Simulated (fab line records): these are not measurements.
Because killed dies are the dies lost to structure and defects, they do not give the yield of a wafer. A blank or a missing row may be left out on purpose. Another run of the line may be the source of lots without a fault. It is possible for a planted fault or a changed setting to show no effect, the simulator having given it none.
The tool behind it: which one? | flow sky130 | 7 lots, 21 wafers sampled, at 1 step of a route of 708

WHAT THE GAUGES SHOWED, per wafer
SKY_CONTACT_THK_MEAS_01.
lot  | measured     | on            | CONTACT_CVD_00_THK (nm)
L711 | day 31 12:25 | film_metro-01 | 76.2 75.0 76.9
L716 | day 33 12:47 | film_metro-03 | 73.8 74.9 75.0
L724 | day 35 11:35 | film_metro-02 | 75.4 75.3 73.9
L725 | day 35 14:11 | film_metro-02 | 75.1 75.0 75.3
L728 | day 36 14:22 | film_metro-03 | 75.6 76.1 76.2
L731 | day 37 07:40 | film_metro-03 | 75.7 75.2 75.1
L733 | day 38 03:31 | film_metro-01 | 74.9 76.7 75.7

WHICH TOOL RAN EACH LOT (tool, then ch and the chambers of the sampled wafers, then the start)
No process step before these readings appears in the record.

THE ANSWER, worked out from the rows above alone
Rule: the usual values come from the lots themselves. Put in order of their means at a reading, lots are off if they are a third of the lots or fewer, leave a main group of 4 or more, and stand apart from it by a gap of 3 or more times the standard deviation of the main group's means; of several such gaps the widest counts. The tables above print the reading to a certain number of digits; a main group whose means all agree to those digits is not used. A lot without any number at a reading at which 4 lots or more have one is off too. All remaining lots with rows at the step are treated as sound.
Nothing can be told from this: no lot is off at any reading shown.

WHAT HAD BEEN PUT IN BY THE SIMULATOR
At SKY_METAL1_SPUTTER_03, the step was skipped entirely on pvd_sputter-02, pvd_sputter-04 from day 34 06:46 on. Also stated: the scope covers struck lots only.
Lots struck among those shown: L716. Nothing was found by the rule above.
